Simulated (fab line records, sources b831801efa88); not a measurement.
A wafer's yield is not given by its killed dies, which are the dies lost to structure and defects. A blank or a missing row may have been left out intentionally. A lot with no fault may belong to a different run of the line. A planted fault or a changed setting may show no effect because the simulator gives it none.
Chamber matching :: flow gf180mcu :: rie diel-02 running GF_POLY_GATE_ETCH_12: 4 sister chambers
The step etches BARC in N2/H2. 14 wafers are shown with their chamber, then 7 later ones without.

## WAFERS, EACH WITH ITS CHAMBER
wafer: L283.2
chamber: 3
drypump motor current A (A): 6.1
throttle valve pct (%): 13.215
oes product au (a.u.): 0.729

wafer: L283.5
chamber: 3
drypump motor current A (A): 6.1
throttle valve pct (%): 13.205
oes product au (a.u.): 0.734

wafer: L283.6
chamber: 2
drypump motor current A (A): 5.0
throttle valve pct (%): 13.221
oes product au (a.u.): 0.731

wafer: L285.4
chamber: 2
drypump motor current A (A): 5.0
throttle valve pct (%): 13.210
oes product au (a.u.): 0.739

wafer: L285.5
chamber: 1
drypump motor current A (A): 5.7
throttle valve pct (%): 13.217
oes product au (a.u.): 0.739

wafer: L285.6
chamber: 2
drypump motor current A (A): 5.0
throttle valve pct (%): 13.220
oes product au (a.u.): 0.736

wafer: L288.1
chamber: 0
drypump motor current A (A): 5.8
throttle valve pct (%): 13.199
oes product au (a.u.): 0.727

wafer: L288.5
chamber: 0
drypump motor current A (A): 5.8
throttle valve pct (%): 13.217
oes product au (a.u.): 0.733

wafer: L288.6
chamber: 1
drypump motor current A (A): 5.6
throttle valve pct (%): 13.216
oes product au (a.u.): 0.733

wafer: L289.3
chamber: 0
drypump motor current A (A): 5.8
throttle valve pct (%): 13.195
oes product au (a.u.): 0.733

wafer: L289.5
chamber: 3
drypump motor current A (A): 6.1
throttle valve pct (%): 13.220
oes product au (a.u.): 0.733

wafer: L289.6
chamber: 2
drypump motor current A (A): 5.0
throttle valve pct (%): 13.201
oes product au (a.u.): 0.732

wafer: L290.1
chamber: 1
drypump motor current A (A): 5.6
throttle valve pct (%): 13.221
oes product au (a.u.): 0.739

wafer: L290.2
chamber: 3
drypump motor current A (A): 6.1
throttle valve pct (%): 13.208
oes product au (a.u.): 0.738

SIGNATURES (averages over the wafers above)
reading: drypump motor current A
chamber 0: 5.800
chamber 1: 5.633
chamber 2: 5.000
chamber 3: 6.100
scatter within a chamber: 0.0258

reading: throttle valve pct
chamber 0: 13.20367
chamber 1: 13.21800
chamber 2: 13.21300
chamber 3: 13.21200
scatter within a chamber: 0.00832

reading: oes product au
chamber 0: 0.73100
chamber 1: 0.73700
chamber 2: 0.73450
chamber 3: 0.73350
scatter within a chamber: 0.00361
Rule: for each reading, subtract the chamber's mean from the wafer's reading, divide by that reading's scatter and square the result; add these up over the readings and take the root, which gives the wafer's distance from the chamber. The wafer belongs to the nearest chamber; if the next one is less than 2 further off, it can't be placed. How the scatter is found: for the shown wafers, subtract from each reading the mean of its chamber, square and add these, divide the total by (wafers less chambers), then take the root.

## WAFERS WHOSE CHAMBER IS MISSING
wafer: L290.6
drypump motor current A (A): 5.0
throttle valve pct (%): 13.222
oes product au (a.u.): 0.734

wafer: L294.1
drypump motor current A (A): 5.0
throttle valve pct (%): 13.217
oes product au (a.u.): 0.731

wafer: L294.2
drypump motor current A (A): 6.1
throttle valve pct (%): 13.218
oes product au (a.u.): 0.737

wafer: L294.3
drypump motor current A (A): 5.8
throttle valve pct (%): 13.200
oes product au (a.u.): 0.740

wafer: L295.2
drypump motor current A (A): 5.8
throttle valve pct (%): 13.200
oes product au (a.u.): 0.742

wafer: L295.5
drypump motor current A (A): 5.8
throttle valve pct (%): 13.223
oes product au (a.u.): 0.739

wafer: L295.6
drypump motor current A (A): 5.0
throttle valve pct (%): 13.206
oes product au (a.u.): 0.731

## EACH ONE'S CHAMBER
wafer: L290.6
from the rows above: 2
in truth: 2

wafer: L294.1
from the rows above: 2
in truth: 2

wafer: L294.2
from the rows above: 3
in truth: 3

wafer: L294.3
from the rows above: 0
in truth: 0

wafer: L295.2
from the rows above: 0
in truth: 0

wafer: L295.5
from the rows above: 0
in truth: 0

wafer: L295.6
from the rows above: 2
in truth: 2
Correctly placed: 7 of 7. Not placeable from these rows: 0. Number placed wrongly: 0.
